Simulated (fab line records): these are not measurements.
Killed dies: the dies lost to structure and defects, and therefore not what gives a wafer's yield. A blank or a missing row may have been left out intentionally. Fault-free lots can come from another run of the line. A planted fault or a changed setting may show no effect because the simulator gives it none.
A struck lot beside a sound one ; flow sky130 ; 15 out of 708 route steps
Sound: wafers L868.1, L868.2, L868.4. Struck: wafers L882.1, L882.2, L882.5. The cause is named last.
Each step with rows lists, per side, the tool, then ch with its chambers, then its first start. Under that, the readings that differ: sound wafers ; struck wafers ; difference of the means ; sigmas: that difference in standard deviations of wafers without a fault.
alike: words and numbers the same on both sides, and readings whose means are apart by under 2 such deviations; not compared: readings that were withheld, readings missing a value for some wafer, numbers with overlapping values and no deviation given by the record, and bounds like >300 which may hide the same value.
Wherever a step has rows on one side only, a row that says differs or no value, or a row with sigmas, the two part there. Non-overlapping numbers with no deviation appear without sigmas and do not part them. A reading missing from all wafers of one side parts the sides only when that side holds two or more wafers.

first, 6 steps without rows for these wafers: SKY_GATE_OXIDE_HMDS_04 (prime time 60 s); SKY_GATE_OXIDE_COAT_05 (resist thk 1140 nm); SKY_GATE_OXIDE_SOFTBAKE_06 (time 60 s); SKY_GATE_OXIDE_EXPOSE_07 (exposes mask LVOM, target cd 600 nm); SKY_GATE_OXIDE_PEB_08; SKY_GATE_OXIDE_DEVELOP_09 (develop time 60 s).
SKY_GATE_OXIDE_OVL_MEAS_10:
  sound on overlay-01, day 14 05:23; struck on overlay-02, day 19 10:14
  alike: GATE_OXIDE_OVL
then, 2 steps without rows for these wafers: SKY_GATE_OXIDE_IMPLANT_11; SKY_GATE_OXIDE_WET_ETCH_12 (etches SiO2 in dHF, target depth 16.8 nm, time 336 s).
SKY_GATE_OXIDE_STRIP_13: strips in O2/N2.
  sound on plasmaAsher-04 ch 0,1, day 14 05:41; struck on plasmaAsher-04 ch 0,1, day 19 10:39
  alike: drypumpMotorCurrentA, oesProductAu, stripTimeToEndpointS
  not compared: rfHoursCounterH
SKY_GATE_OXIDE_TW_MEAS_14:
  sound on filmMetro-01, day 14 05:47; struck on filmMetro-02, day 19 10:45
  alike: GATE_OXIDE_TW
then, 1 step without rows for these wafers: SKY_GATE_OXIDE_CLEAN_15 (cleans in SC1/SC2, time 150 s).
SKY_GATE_OXIDE_OXIDATION_16: stabilise 600 s, purge 300 s, target thk 3.57 nm.
  sound on furnace-01 ch 0, day 14 05:54; struck on furnace-02 ch 0, day 19 12:13
reading;sound;struck;difference;sigmas
spikeTcBottomC (C);819.6 821.4 820.7;811.5 811.9 810.7;-9.2;-10
spikeTcCentreC (C);800.3 800.3 801.4;790.3 791.0 792.3;-9.5;-9
spikeTcLowerC (C);804.8 804.2 802.2;789.9 790.2 788.9;-14.1;-7
spikeTcTopC (C);814.1 812.9 813.5;802.1 801.7 803.2;-11.2;-11
spikeTcUpperC (C);797.2 798.2 799.5;790.5 791.4 792.6;-6.8;-6
tubeCenterTempC (C);800.09 800 800.01;789.76 789.65 789.87;-10.27;-99 or more
tube_center_temp_C_max;801.87 801.98 802.20;792.36 792.26 791.87;-9.85;-33
zonePowerCentrePct (%);14.12 14.13 14.22;13.87 13.79 13.92;-0.30;-2
  not compared: model.SiO2_of_GATE_OXIDE_OXIDATION_01.thkNm
then, 1 step without rows for these wafers: SKY_POLY_GATE_CVD_00 (deposits poly-Si, target thk 180 nm, time 720 s).
-- record jumps: 30 days separate the struck wafers' starts on either side; left off in module POLY_GATE, taken up again in module PAD_OPEN, whose first shown step is the route's number 708 --
SKY_PAD_OPEN_PROBE_99:
  sound on prober-02, day 45 22:58; struck on prober-01, day 49 10:46
reading;sound;struck;difference;sigmas
model.etest.nfet_01v8_lvt.driveUaUm;560 570.4 583.7;607 606.1 614.7;+38;
model.etest.nfet_01v8_swapped.driveUaUm;491.9 505.3 511;535 536.6 546.4;+37;
model.etest.nfet_01v8_turned.driveUaUm;489.4 503.4 509.1;534.3 535 545.9;+37.8;
model.etest.nfet_01v8.driveUaUm;494.2 500.6 512.8;529.2 535.2 544.3;+33.7;
model.etest.nfet_01v8.rOnOhmUm;854.8 838.2 827.5;805.8 811.3 793.4;-36.7;
  alike: killed_at_M0_to_M3, killed_at_M4_up, killedAtContacts, killedAtFrontEnd, killedAtOther, killedDies, killedOpen, killedShort
  not compared: model.etest.sramNfetPass.driveUaUm, model.etest.nfetG5v0d10v5.driveUaUm, model.etest.nfet_05v0_nvt.driveUaUm

## WHERE THEY PART
Within this record, at SKY_GATE_OXIDE_OXIDATION_16 only. Later steps at which nothing parts them and some readings are alike: SKY_PAD_OPEN_PROBE_99.

WHY: what had been put in by the simulator
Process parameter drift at SKY_GATE_OXIDE_OXIDATION_16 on furnace-02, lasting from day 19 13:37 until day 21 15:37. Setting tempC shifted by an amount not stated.
